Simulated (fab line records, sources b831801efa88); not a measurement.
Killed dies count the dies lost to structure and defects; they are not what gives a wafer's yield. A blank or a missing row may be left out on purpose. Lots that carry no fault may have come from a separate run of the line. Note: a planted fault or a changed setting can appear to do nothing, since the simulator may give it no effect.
Chamber matching -- flow gf180mcu -- GF_V3_CMP_26 on cmp-02: 4 sister chambers
The step polishes, stops on SiO2, t overpolish 15 s, target thk 0 nm. 4 wafers are shown with their chamber, then 10 later ones without.

WAFERS, EACH WITH ITS CHAMBER
wafer,chamber,motor_current_A (A)
L087.2,1,12.9
L087.6,2,10.5
L088.4,3,12.2
L088.5,0,11.7

WAFERS WITHOUT THEIR CHAMBER
wafer,motor_current_A (A)
L088.6,11.5
L091.4,11.4
L091.5,10.0
L091.6,11.3
L095.1,11.6
L095.2,11.1
L095.6,12.2
L097.1,11.8
L097.2,12.2
L097.3,12.6

EACH ONE'S CHAMBER
wafer,from the rows above,in truth
L088.6,can't be placed: 0 or 3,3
L091.4,can't be placed: 0 or 3 or 2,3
L091.5,2,2
L091.6,can't be placed: 0 or 2 or 3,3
L095.1,can't be placed: 0 or 3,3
L095.2,can't be placed: 0 or 2 or 3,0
L095.6,can't be placed: 3 or 0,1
L097.1,can't be placed: 0 or 3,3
L097.2,can't be placed: 3 or 0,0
L097.3,can't be placed: 1 or 3 or 0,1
Placed correctly: 1 of 10. From these rows, 9 cannot be placed; in 8 the true chamber is one of the candidates. Placed wrongly: 0.
How it was worked out, from the rows above alone: a wafer's distance from a chamber is the root of the sum, over the readings, of the square of ((its reading less the chamber's mean) divided by the reading's scatter). If the next closest chamber is less than 2 further off than the closest, the wafer can't be placed; otherwise it belongs to the closest. For every chamber, the mean is computed from those of its wafers that are shown. The scatter: with one shown wafer a chamber, the root of the mean of the squares of how far each hidden wafer lies from its nearest shown one.
